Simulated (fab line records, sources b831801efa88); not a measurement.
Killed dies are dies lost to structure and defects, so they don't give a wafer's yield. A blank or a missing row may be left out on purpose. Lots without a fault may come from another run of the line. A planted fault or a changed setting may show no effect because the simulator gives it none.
Which tool did it? | flow gf180mcu | 7 lots, 21 wafers sampled, at 2 steps of a route of 602

WHAT THE GAUGES READ, wafer by wafer
GF_HV_LDD_RS_MEAS_53: measures by four-point-probe.
lot  | measured     | on            | HV_LDD_RS (ohm/sq)
L435 | day 13 01:26 | film_metro-04 | 419.0 418.1 417.8
L436 | day 13 12:47 | film_metro-03 | 417.8 417.8 418.5
L440 | day 14 20:13 | film_metro-02 | 418.7 418.7 419.1
L445 | day 16 12:18 | film_metro-02 | 418.2 418.5 419.1
L450 | day 18 02:44 | film_metro-03 | 418.6 419.4 419.5
L453 | day 19 09:31 | film_metro-04 | 419.1 419.1 420.0
L456 | day 20 08:16 | film_metro-02 | 417.2 417.2 416.6

WHICH TOOL RAN EACH LOT (tool, then ch and the chambers of the sampled wafers, then the start)
lot  | GF_HV_LDD_IMPLANT_33
L435 | implanter-03 ch 0, day 12 05:22
L436 | implanter-01 ch 0, day 12 15:45
L440 | implanter-03 ch 0, day 13 22:34
L445 | implanter-03 ch 0, day 15 12:56
L450 | implanter-03 ch 0, day 17 02:34
L453 | implanter-01 ch 0, day 18 08:30
L456 | implanter-02 ch 0, day 19 06:41
- GF_HV_LDD_IMPLANT_33

THE ANSWER, worked out from the rows above alone
Rule: what is usual is taken from the lots themselves. Put in order of their means at a reading, lots are off if they are a third of the lots or fewer, leave a main group of 4 or more, and stand apart from it by a gap of 3 or more times the standard deviation of the main group's means; of several such gaps the widest counts. A main group whose means are all the same, to the digits that the tables above print for the reading, isn't used. A lot without any number at a reading at which 4 lots or more have one is off too. The other lots that the step has rows for count as sound.
No lot is off at any reading shown: from this, nothing can be told.

WHAT THE SIMULATOR HAD PUT IN
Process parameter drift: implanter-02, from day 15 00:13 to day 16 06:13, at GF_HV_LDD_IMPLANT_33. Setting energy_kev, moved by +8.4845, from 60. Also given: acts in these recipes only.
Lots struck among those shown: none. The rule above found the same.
